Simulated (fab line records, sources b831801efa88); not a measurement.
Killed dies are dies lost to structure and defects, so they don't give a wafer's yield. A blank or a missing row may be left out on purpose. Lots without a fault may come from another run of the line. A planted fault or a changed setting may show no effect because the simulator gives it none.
Which tool did it? | flow gf180mcu | 6 lots, 18 wafers sampled, at 3 steps of a route of 602

WHAT THE GAUGES READ, wafer by wafer
GF_HV_LDD_RS_MEAS_53: measures by four-point-probe.
lot  | measured     | on            | HV_LDD_RS (ohm/sq)
L766 | day 12 22:14 | film_metro-03 | 419.2 419.9 419.3
L768 | day 13 16:42 | film_metro-01 | 418.3 418.7 418.2
L776 | day 16 02:58 | film_metro-04 | 411.9 411.8 412.1
L781 | day 17 19:15 | film_metro-03 | 417.2 418.1 418.1
L784 | day 18 12:22 | film_metro-01 | 418.4 418.5 417.6
L787 | day 19 14:27 | film_metro-03 | 418.5 418.9 417.5

WHICH TOOL RAN EACH LOT (tool, then ch and the chambers of the sampled wafers, then the start)
lot  | GF_HV_LDD_STRIP_22                   | GF_HV_LDD_IMPLANT_35
L766 | plasma_asher-02 ch 0,1, day 11 07:04 | implanter-04 ch 0, day 12 01:45
L768 | plasma_asher-04 ch 0,1, day 12 00:38 | implanter-01 ch 0, day 12 19:37
L776 | plasma_asher-01 ch 0,1, day 14 06:16 | implanter-01 ch 0, day 15 03:46
L781 | plasma_asher-04 ch 0,1, day 15 21:18 | implanter-02 ch 0, day 16 19:29
L784 | plasma_asher-02 ch 0,1, day 16 13:52 | implanter-02 ch 0, day 17 12:49
L787 | plasma_asher-01 ch 0,1, day 17 14:12 | implanter-04 ch 0, day 18 13:26
- GF_HV_LDD_STRIP_22: strips in O2/N2.
- GF_HV_LDD_IMPLANT_35

THE ANSWER, worked out from the rows above alone
Rule: what is usual is taken from the lots themselves. Put in order of their means at a reading, lots are off if they are a third of the lots or fewer, leave a main group of 4 or more, and stand apart from it by a gap of 3 or more times the standard deviation of the main group's means; of several such gaps the widest counts. A main group whose means are all the same, to the digits that the tables above print for the reading, isn't used. A lot without any number at a reading at which 4 lots or more have one is off too. The other lots that the step has rows for count as sound.
Off: L776, at GF_HV_LDD_RS_MEAS_53 (HV_LDD_RS). The main group: mean 418.4 ohm/sq, standard deviation 0.56.
A tool fits if, at a process step before that reading, it ran every lot that is off, and no sound lot after the first of them. The gauges at GF_HV_LDD_RS_MEAS_53 are tried like those tools. Can't be told from this: 2 tools fit, implanter-01 at GF_HV_LDD_IMPLANT_35, film_metro-04 at GF_HV_LDD_RS_MEAS_53.

WHAT THE SIMULATOR HAD PUT IN
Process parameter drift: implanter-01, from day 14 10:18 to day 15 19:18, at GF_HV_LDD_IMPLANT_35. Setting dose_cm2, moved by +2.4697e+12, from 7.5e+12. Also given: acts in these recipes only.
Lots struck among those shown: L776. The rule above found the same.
